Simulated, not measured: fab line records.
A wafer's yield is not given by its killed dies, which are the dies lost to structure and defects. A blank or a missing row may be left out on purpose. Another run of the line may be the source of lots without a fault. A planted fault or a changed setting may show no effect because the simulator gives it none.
fab line records | flow sky130
record lots=14 wafers=42 lastDay=50
route steps=708 shown POLY_GATE@228 LDD_HVN@276 LDD_LDN@299
lots with no fault: from the same line, run without faults
startH: start of the lot's first displayed wafer, in hours after the record's first day | waitH: hours elapsed since this lot's preceding step | " as in the row above | L1.1+2: several wafers, shown together as one row | - no value present, or no start provided | * or withheld: withheld | < > ~ a bound
route shown NAME@n: NAME is a module with steps in the file, n the number in the route of the first one | usual: average and standard deviation across the fault-free wafers | same: alike in all rows | chamber/n: place in a boat | sites: the reading at each site | _std_site: their standard deviation | _edge_site: outer sites' mean less inner sites' | radiusMm: for every site, how far away it sits from the centre of the wafer | mask NAME#n: copy n | behind: the last tool/chamber to shape the wafer | hold: why the lot went on hold/how many hours it stayed there/how the hold came to an end | device: transistor that didn't switch, given as n, p or np | end of line: tests of these same wafers at the route's end | a step without rows: its recipe alone | killed: dies lost to structure and defects at the first sort, not the wafer's yield | map: shows each die of a wafer: x if killed, . if not, _ if none is there
set.NAME: the run value of the setting; set.NAME@STEP: its run value at that earlier step | model.NAME: the simulator's own value behind a step, which no gauge read
the route's steps for a sample of lots (tables are steps, rows are wafers)
services: a tool's chamber out of use, with start hour (startH, from the record's first day; less than 0 if before it), hours out, and reason
## steps
# step SKY_POLY_GATE_OVL_MEAS_14
# usual POLY_GATE_OVL=-2/5.5
# columns lot.wafer tool chamber startH waitH POLY_GATE_OVL[nm]
L959.1 overlay-02 - 380.15 0.1 -2
L959.5 " - " " -2
L959.6 " - " " -15
L962.4 overlay-02 - 406.52 0.1 -12
L962.5 " - " " -9
L962.6 " - " " -7
L961.1 overlay-02 - 406.98 0.1 2
L961.2 " - " " -2
L961.6 " - " " -3
L964.1 overlay-02 - 423.35 0.1 -2
L964.5 " - " " -1
L964.6 " - " " -4
L966.3 overlay-01 - 440.96 0.1 3
L966.4 " - " " 5
L966.6 " - " " -6
L967.1 overlay-02 - 441.15 0.1 -4
L967.2 " - " " 0
L967.4 " - " " -1
L968.2 overlay-01 - 461.95 0.1 -8
L968.4 " - " " 0
L968.6 " - " " -5
L970.2 overlay-01 - 477.40 0.1 8
L970.4 " - " " 8
L970.5 " - " " 4
L971.2 overlay-02 - 485.51 0.1 -10
L971.3 " - " " -6
L971.6 " - " " -5
L973.1 overlay-01 - 504.60 0.1 -6
L973.2 " - " " 3
L973.3 " - " " 3
L975.1 overlay-02 - 523.20 0.1 -5
L975.3 " - " " -8
L975.6 " - " " -4
L976.3 overlay-01 - 526.21 0.1 -5
L976.5 " - " " -9
L976.6 " - " " -1
L981.2 overlay-02 - 566.25 0.1 -9
L981.4 " - " " -10
L981.5 " - " " 0
L982.3 overlay-01 - 570.36 0.1 -1
L982.4 " - " " -6
L982.5 " - " " 2
# step SKY_POLY_GATE_THK_MEAS_21
# recipe reads=SiO2_of_POLY_GATE_OXIDATION_20
# usual POLY_GATE_OXIDATION_THK=4.00/0.076
# columns lot.wafer tool chamber startH waitH POLY_GATE_OXIDATION_THK[nm]
L959.1 filmMetro-02 - 386.58 0.0 3.94
L959.5 " - " " 4.01
L959.6 " - " " 3.95
L961.1 filmMetro-02 - 408.66 0.0 4.08
L961.2 " - " " 4.04
L961.6 " - " " 4.07
L962.4 filmMetro-03 - 408.69 0.0 4.12
L962.5 " - " " 4.16
L962.6 " - " " 4.09
L964.1 filmMetro-02 - 425.82 0.0 3.97
L964.5 " - " " 4.04
L964.6 " - " " 3.95
L966.3 filmMetro-03 - 442.72 0.0 4.08
L966.4 " - " " 4.16
L966.6 " - " " 4.16
L967.1 filmMetro-03 - 443.27 0.0 3.94
L967.2 " - " " 3.97
L967.4 " - " " 3.94
L968.2 filmMetro-02 - 464.37 0.0 3.98
L968.4 " - " " 4.00
L968.6 " - " " 4.03
L970.2 filmMetro-04 - 479.08 0.0 3.78
L970.4 " - " " 3.84
L970.5 " - " " 3.84
L971.2 filmMetro-03 - 487.18 0.0 3.98
L971.3 " - " " 3.86
L971.6 " - " " 4.04
L973.1 filmMetro-03 - 506.28 0.0 4.06
L973.2 " - " " 4.13
L973.3 " - " " 4.01
L975.1 filmMetro-04 - 524.87 0.0 4.05
L975.3 " - " " 3.90
L975.6 " - " " 4.01
L976.3 filmMetro-03 - 527.89 0.0 4.03
L976.5 " - " " 4.04
L976.6 " - " " 4.03
L981.2 filmMetro-03 - 567.94 0.0 3.90
L981.4 " - " " 3.89
L981.5 " - " " 3.97
L982.3 filmMetro-02 - 572.05 0.0 4.01
L982.4 " - " " 4.03
L982.5 " - " " 3.99
# step SKY_LDD_HVN_STRIP_09
# recipe chemistry=O2/N2 powerW=1400 pressureMtorr=1500 platenTempC=withheld o2FlowSccm=3000 n2FlowSccm=300 overashFraction=0.5
# usual drypumpMotorCurrentA=5.9/0.37 o2FlowSccm=3000/10 oesProductAu=0.408/0.0045 stripTimeToEndpointS=4.135/0.014
# same overashFraction=0.5
# columns lot.wafer tool chamber startH waitH drypumpMotorCurrentA o2FlowSccm oesProductAu rfHoursCounterH stripTimeToEndpointS
L959.1 plasmaAsher-01 1 477.90 0.1 6.1 2966 0.405 80 4.142
L959.5 " 0 " " 6.3 3003 0.400 - 4.129
L959.6 " 1 " " 6.1 2998 0.409 - 4.139
L962.4 plasmaAsher-04 1 502.15 0.1 5.8 2995 0.404 - 4.122
L962.5 " 1 " " 5.8 2979 0.398 - 4.127
L962.6 " 0 " " 5.4 2973 0.407 - 4.138
L961.1 plasmaAsher-03 1 502.42 0.1 5.3 2986 0.412 39 4.150
L961.2 " 0 " " 6.2 3016 0.412 39 4.135
L961.6 " 0 " " 6.2 3004 0.415 - 4.121
L964.1 plasmaAsher-04 0 519.65 0.1 5.4 2999 0.409 9 4.144
L964.5 " 1 " " 5.8 3019 0.410 - 4.142
L964.6 " 0 " " 5.4 2991 0.404 - 4.164
L966.3 plasmaAsher-03 1 536.15 0.1 5.3 3010 0.408 - 4.117
L966.4 " 0 " " 6.2 3002 0.407 - 4.134
L966.6 " 1 " " 5.3 3005 0.413 - 4.109
L967.1 plasmaAsher-01 1 537.02 0.1 6.1 3005 0.405 85 4.149
L967.2 " 0 " " 6.3 2983 0.413 85 4.137
L967.4 " 0 " " 6.3 2992 0.407 - 4.152
L968.2 plasmaAsher-03 0 557.26 0.1 6.2 3004 0.414 45 4.160
L968.4 " 0 " " 6.2 3003 0.402 - 4.150
L968.6 " 1 " " 5.4 3001 0.410 - 4.141
L970.2 plasmaAsher-01 0 571.01 0.1 6.3 3015 0.407 89 4.129
L970.4 " 1 " " 6.1 3014 0.409 - 4.122
L970.5 " 0 " " 6.3 3004 0.402 - 4.113
L971.2 plasmaAsher-03 0 578.21 0.1 6.2 3012 0.408 47 4.133
L971.3 " 1 " " 5.3 3006 0.413 - 4.131
L971.6 " 0 " " 6.2 3010 0.409 - 4.150
L973.1 plasmaAsher-01 0 598.01 0.1 6.3 3007 0.408 91 4.124
L973.2 " 1 " " 6.1 2995 0.414 91 4.128
L973.3 " 1 " " 6.1 2993 0.400 - 4.125
L975.1 plasmaAsher-03 0 613.90 0.1 6.2 2997 0.413 50 4.124
L975.3 " 0 " " 6.2 2997 0.407 - 4.138
L975.6 " 0 " " 6.2 2988 0.411 - 4.130
L976.3 plasmaAsher-04 0 617.23 0.1 5.4 3010 0.404 - 4.154
L976.5 " 1 " " 5.8 3007 0.417 - 4.148
L976.6 " 0 " " 5.4 3008 0.414 - 4.145
L981.2 plasmaAsher-03 0 657.11 0.1 6.2 3006 0.406 55 4.149
L981.4 " 0 " " 6.2 3009 0.406 - 4.127
L981.5 " 0 " " 6.2 3018 0.409 - 4.139
L982.3 plasmaAsher-01 1 659.75 0.1 6.1 2998 0.412 - 4.126
L982.4 " 0 " " 6.3 3000 0.403 - 4.140
L982.5 " 0 " " 6.3 2999 0.409 - 4.124
# step SKY_LDD_LDN_IMPLANT_10
# recipe species=As energyKev=15 doseCm2=1.25e+13 tiltDeg=withheld rotationDeg=203
# usual beamEnergyKeV=15.000/0.0051 doseIonsCm2=1.25e+13/1.3e+10 faradayCurrentUA=70.4/1.3
# columns lot.wafer tool chamber startH waitH beamEnergyKeV doseIonsCm2 faradayCurrentUA
L959.1 implanter-03 0 539.25 0.1 14.998 1.2473e+13 70.0
L959.5 " 0 " " 14.996 1.2493e+13 70.1
L959.6 " 0 " " 15.003 1.2497e+13 71.3
L961.1 implanter-04 0 563.20 0.1 15.003 1.2527e+13 68.7
L961.2 " 0 " " 14.999 1.2519e+13 71.4
L961.6 " 0 " " 14.999 1.2492e+13 69.6
L962.4 implanter-03 0 563.24 0.1 15.002 1.2497e+13 70.3
L962.5 " 0 " " 15.010 1.2505e+13 68.6
L962.6 " 0 " " 15.009 1.2491e+13 68.8
L964.1 implanter-03 0 580.10 0.1 14.999 1.2502e+13 71.9
L964.5 " 0 " " 15.002 1.2517e+13 69.3
L964.6 " 0 " " 14.994 1.2489e+13 71.3
L966.3 implanter-02 0 595.60 0.1 15.005 1.2501e+13 71.6
L966.4 " 0 " " 14.992 1.2493e+13 71.9
L966.6 " 0 " " 14.993 1.2505e+13 71.6
L967.1 implanter-02 0 597.11 0.1 15.001 1.2504e+13 70.0
L967.2 " 0 " " 15.002 1.2517e+13 71.6
L967.4 " 0 " " 14.998 1.2525e+13 70.2
L968.2 implanter-02 0 616.24 0.1 15.001 1.2476e+13 69.5
L968.4 " 0 " " 14.994 1.2482e+13 71.1
L968.6 " 0 " " 14.998 1.249e+13 70.7
L970.2 implanter-03 0 629.94 0.1 15.006 1.2488e+13 71.8
L970.4 " 0 " " 14.999 1.2505e+13 71.6
L970.5 " 0 " " 15.005 1.2519e+13 70.8
L971.2 implanter-04 0 636.54 0.1 14.996 1.2515e+13 69.9
L971.3 " 0 " " 15.005 1.2527e+13 71.1
L971.6 " 0 " " 14.995 1.2508e+13 68.2
L973.1 implanter-02 0 656.15 0.1 15.003 1.25e+13 69.2
L973.2 " 0 " " 15.004 1.2484e+13 71.8
L973.3 " 0 " " 14.999 1.2489e+13 71.7
L975.1 implanter-04 0 671.90 0.1 15.002 7.119e+12 40.0
L975.3 " 0 " " 15.003 7.123e+12 40.8
L975.6 " 0 " " 14.994 7.117e+12 41.4
L976.3 implanter-04 0 673.81 0.1 14.997 7.123e+12 40.0
L976.5 " 0 " " 15.003 7.125e+12 40.0
L976.6 " 0 " " 14.999 7.133e+12 39.5
L981.2 implanter-03 0 713.89 0.1 15.002 1.2494e+13 72.1
L981.4 " 0 " " 15.003 1.2494e+13 70.5
L981.5 " 0 " " 14.999 1.2491e+13 71.9
L982.3 implanter-03 0 715.75 0.1 15.004 1.2492e+13 67.9
L982.4 " 0 " " 14.999 1.2494e+13 71.2
L982.5 " 0 " " 15.004 1.2489e+13 71.5
# step SKY_LDD_LDN_TW_MEAS_13
# usual LDD_LDN_TW=1478/17
# columns lot.wafer tool chamber startH waitH LDD_LDN_TW
L959.1 filmMetro-02 - 539.65 0.1 1458
L959.5 " - " " 1455
L959.6 " - " " 1458
L962.4 filmMetro-01 - 563.60 0.1 1465
L962.5 " - " " 1462
L962.6 " - " " 1463
L961.1 filmMetro-03 - 563.60 0.1 1486
L961.2 " - " " 1487
L961.6 " - " " 1481
L964.1 filmMetro-03 - 580.50 0.1 1496
L964.5 " - " " 1496
L964.6 " - " " 1497
L966.3 filmMetro-02 - 595.97 0.1 1460
L966.4 " - " " 1457
L966.6 " - " " 1464
L967.1 filmMetro-03 - 597.51 0.1 1492
L967.2 " - " " 1494
L967.4 " - " " 1499
L968.2 filmMetro-01 - 616.62 0.1 1459
L968.4 " - " " 1457
L968.6 " - " " 1462
L970.2 filmMetro-01 - 630.33 0.1 1462
L970.4 " - " " 1464
L970.5 " - " " 1455
L971.2 filmMetro-03 - 636.92 0.1 1497
L971.3 " - " " 1502
L971.6 " - " " 1496
L973.1 filmMetro-03 - 656.55 0.1 1483
L973.2 " - " " 1491
L973.3 " - " " 1500
L975.1 filmMetro-03 - 672.30 0.1 1442
L975.3 " - " " 1449
L975.6 " - " " 1451
L976.3 filmMetro-01 - 674.18 0.1 1400
L976.5 " - " " 1398
L976.6 " - " " 1413
L981.2 filmMetro-02 - 714.27 0.1 1480
L981.4 " - " " 1466
L981.5 " - " " 1480
L982.3 filmMetro-03 - 716.12 0.1 1497
L982.4 " - " " 1482
L982.5 " - " " 1491
## services
# columns tool chamber startH hours kind
plasmaAsher-01 - 501.71 4.3 pm
implanter-03 - 504.95 4.0 pm
implanter-04 - 519.94 2.8 repair
implanter-02 - 546.93 1.2 repair
implanter-03 - 592.37 4.9 repair
implanter-04 - 601.94 0.8 repair
plasmaAsher-01 - 615.56 0.8 repair
implanter-04 - 618.27 2.7 repair
plasmaAsher-01 - 622.96 10.0 pm
implanter-02 - 625.54 16.6 pm
plasmaAsher-01 - 653.28 2.2 repair
implanter-04 - 666.95 3.5 pm
implanter-03 - 667.92 32.1 pm
plasmaAsher-01 - 671.20 1.5 repair
plasmaAsher-03 - 671.43 0.4 repair
implanter-02 - 676.88 53.7 repair
implanter-02 - 699.35 1.4 repair
implanter-03 - 700.01 4.9 pm
## key
firstSign step=SKY_LDD_LDN_IMPLANT_10 reading=doseIonsCm2 direction=down sigmas=99+ usual=* struck=*
effect step=SKY_LDD_LDN_IMPLANT_10 reading=faradayCurrentUA direction=down sigmas=24 usual=70.4 struck=40.3
effect step=SKY_LDD_LDN_TW_MEAS_13 reading=LDD_LDN_TW direction=down sigmas=3.2 usual=1478 struck=1426
metAt SKY_LDD_LDN_IMPLANT_10
struckLots L975,L976
rowsEnd L975.1,L975.3,L975.6,L976.3,L976.5,L976.6
notActingAt SKY_POLY_GATE_OVL_MEAS_14,SKY_POLY_GATE_THK_MEAS_21,SKY_LDD_HVN_STRIP_09
onsetBetween 636.54 671.90
fault kind=processParameterDrift tool=implanter-04 chamber=- onsetH=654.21 steps=SKY_LDD_LDN_IMPLANT_10 channel=doseCm2 offset=* shape=step endH=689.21 actsIn=* stated=*
# rowsEnd: these wafers met a further fault down the route, and their rows from its step on are left out
